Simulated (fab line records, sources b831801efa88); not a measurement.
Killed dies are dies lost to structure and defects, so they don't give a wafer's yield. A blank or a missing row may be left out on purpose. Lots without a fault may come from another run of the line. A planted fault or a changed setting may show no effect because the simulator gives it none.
A struck lot beside a sound one | flow gf180mcu | 44 steps out of a route of 602
Sound: wafers L597.1, L597.4, L597.6. Struck: wafers L604.1, L604.4, L604.6. The cause comes at the end.
At each step with rows: each side's tool, then ch and its chambers, then its first start. Under that, the readings that differ: sound wafers | struck wafers | difference of the means | sigmas: that difference in standard deviations of wafers without a fault.
alike: readings whose means differ by less than 2 such deviations, and words and numbers that are the same on both sides. not compared: withheld readings, readings that some wafer has no value for, bounds like >300 that may hide the same value, and numbers for which the record gives no deviation and whose values overlap.
The two part at a step that has a row with sigmas, a row that says differs or no value, or rows on one side only. Numbers that don't overlap but have no deviation are shown without sigmas and don't part them. A reading that every wafer of one side lacks parts them only if that side has two wafers or more.

first, 2 steps without rows for these wafers: GF_MVSD_IMPLANT_08; GF_MVSD_IMPLANT_09.
GF_MVSD_STRIP_10: strips in O2/N2.
  sound on plasma_asher-01 ch 0,1, day 6 04:02; struck on plasma_asher-04 ch 0,1, day 7 14:29
  alike: drypump_motor_current_A, heater_power_w, oes_product_au, strip_time_to_endpoint_s
  not compared: rf_hours_counter_h
GF_MVSD_TW_MEAS_11:
  sound on film_metro-04, day 6 04:08; struck on film_metro-04, day 7 14:39
  alike: MVSD_TW
then, 7 steps without rows for these wafers: GF_MVPSD_DEHYDRATE_00 (time 60 s); GF_MVPSD_HMDS_01 (prime time 60 s); GF_MVPSD_COAT_02 (resist thk 3000 nm); GF_MVPSD_SOFTBAKE_03; GF_MVPSD_EXPOSE_04 (exposes mask MVPSD, target cd 1000 nm); GF_MVPSD_PEB_05; GF_MVPSD_DEVELOP_06 (develop time 60 s).
GF_MVPSD_OVL_MEAS_07:
  sound on overlay-01, day 6 19:55; struck on overlay-02, day 8 06:19
  alike: MVPSD_OVL
GF_MVPSD_IMPLANT_08:
  sound on implanter-02 ch 0, day 6 19:57; struck on implanter-04 ch 0, day 8 06:21
  reading            | sound              | struck            | difference | sigmas
  tilt_deg (degrees) | 0.008 0.008 -0.008 | 4.736 4.716 4.726 | +4.723     | +99 or more
then, 1 step without rows for these wafers: GF_MVPSD_IMPLANT_09.
GF_MVPSD_STRIP_10: strips in O2/N2.
  sound on plasma_asher-04 ch 0,1, day 6 20:15; struck on plasma_asher-03 ch 1, day 8 06:39
  alike: drypump_motor_current_A, heater_power_w, oes_product_au, strip_time_to_endpoint_s
  not compared: rf_hours_counter_h
GF_MVPSD_TW_MEAS_11:
  sound on film_metro-02, day 6 20:21; struck on film_metro-04, day 8 06:45
  reading  | sound       | struck      | difference | sigmas
  MVPSD_TW | 554 553 548 | 612 609 608 | +58        | +19
then, 7 steps without rows for these wafers: GF_VT_IMPLANT_DEHYDRATE_00 (time 60 s); GF_VT_IMPLANT_HMDS_01 (prime time 60 s); GF_VT_IMPLANT_COAT_02 (resist thk 1000 nm); GF_VT_IMPLANT_SOFTBAKE_03 (time 60 s); GF_VT_IMPLANT_EXPOSE_04 (exposes mask LVPWELL LV AREA, target cd 600 nm); GF_VT_IMPLANT_PEB_05; GF_VT_IMPLANT_DEVELOP_06 (develop time 60 s).
GF_VT_IMPLANT_OVL_MEAS_07:
  sound on overlay-01, day 7 11:50; struck on overlay-01, day 8 22:49
  alike: VT_IMPLANT_OVL
then, 1 step without rows for these wafers: GF_VT_IMPLANT_IMPLANT_08.
GF_VT_IMPLANT_STRIP_09: strips in O2/N2.
  sound on plasma_asher-01 ch 0,1, day 7 12:01; struck on plasma_asher-03 ch 0,1, day 8 23:00
  alike: drypump_motor_current_A, heater_power_w, oes_product_au, strip_time_to_endpoint_s
  not compared: rf_hours_counter_h
GF_VT_IMPLANT_TW_MEAS_10:
  sound on film_metro-03, day 7 12:07; struck on film_metro-02, day 8 23:06
  alike: VT_IMPLANT_TW
then, 7 steps without rows for these wafers: GF_VT_IMPLANT_DEHYDRATE_11 (time 60 s); GF_VT_IMPLANT_HMDS_12 (prime time 60 s); GF_VT_IMPLANT_COAT_13 (resist thk 1000 nm); GF_VT_IMPLANT_SOFTBAKE_14 (time 60 s); GF_VT_IMPLANT_EXPOSE_15 (exposes mask Nwell LV AREA, target cd 860 nm); GF_VT_IMPLANT_PEB_16; GF_VT_IMPLANT_DEVELOP_17 (develop time 60 s).
GF_VT_IMPLANT_OVL_MEAS_18:
  sound on overlay-02, day 8 04:31; struck on overlay-01, day 9 16:13
  alike: VT_IMPLANT_01_OVL
then, 1 step without rows for these wafers: GF_VT_IMPLANT_IMPLANT_19.
GF_VT_IMPLANT_STRIP_20: strips in O2/N2.
  sound on plasma_asher-01 ch 0,1, day 8 04:43; struck on plasma_asher-02 ch 1, day 9 16:25
  alike: drypump_motor_current_A, heater_power_w, oes_product_au, strip_time_to_endpoint_s
  not compared: rf_hours_counter_h
GF_VT_IMPLANT_TW_MEAS_21:
  sound on film_metro-02, day 8 04:49; struck on film_metro-03, day 9 16:31
  alike: VT_IMPLANT_2_TW
then, 4 steps without rows for these wafers: GF_VT_IMPLANT_DEHYDRATE_22 (time 60 s); GF_VT_IMPLANT_HMDS_23 (prime time 60 s); GF_VT_IMPLANT_COAT_24 (resist thk 1000 nm); GF_VT_IMPLANT_SOFTBAKE_25 (time 60 s).
GF_VT_IMPLANT_RS_MEAS_49: measures by four-point-probe.
  sound on film_metro-02, day 9 14:25; struck on film_metro-02, day 11 06:19
  reading           | sound          | struck         | difference | sigmas
  MVPSD_RS (ohm/sq) | 1166 1167 1167 | 1363 1368 1367 | +199       | +62
GF_PASSIVATION_PROBE_99:
  the record has rows for the sound wafers here (prober-02, day 31 07:21) and none for the struck ones

WHERE THEY PART
First at GF_MVPSD_IMPLANT_08; last, within this record, at GF_PASSIVATION_PROBE_99.

WHY: what the simulator had put in
Process parameter drift: implanter-04, from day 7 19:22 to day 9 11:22, at GF_MVPSD_IMPLANT_08. Setting tilt_deg, moved by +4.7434, from 0. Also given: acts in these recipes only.
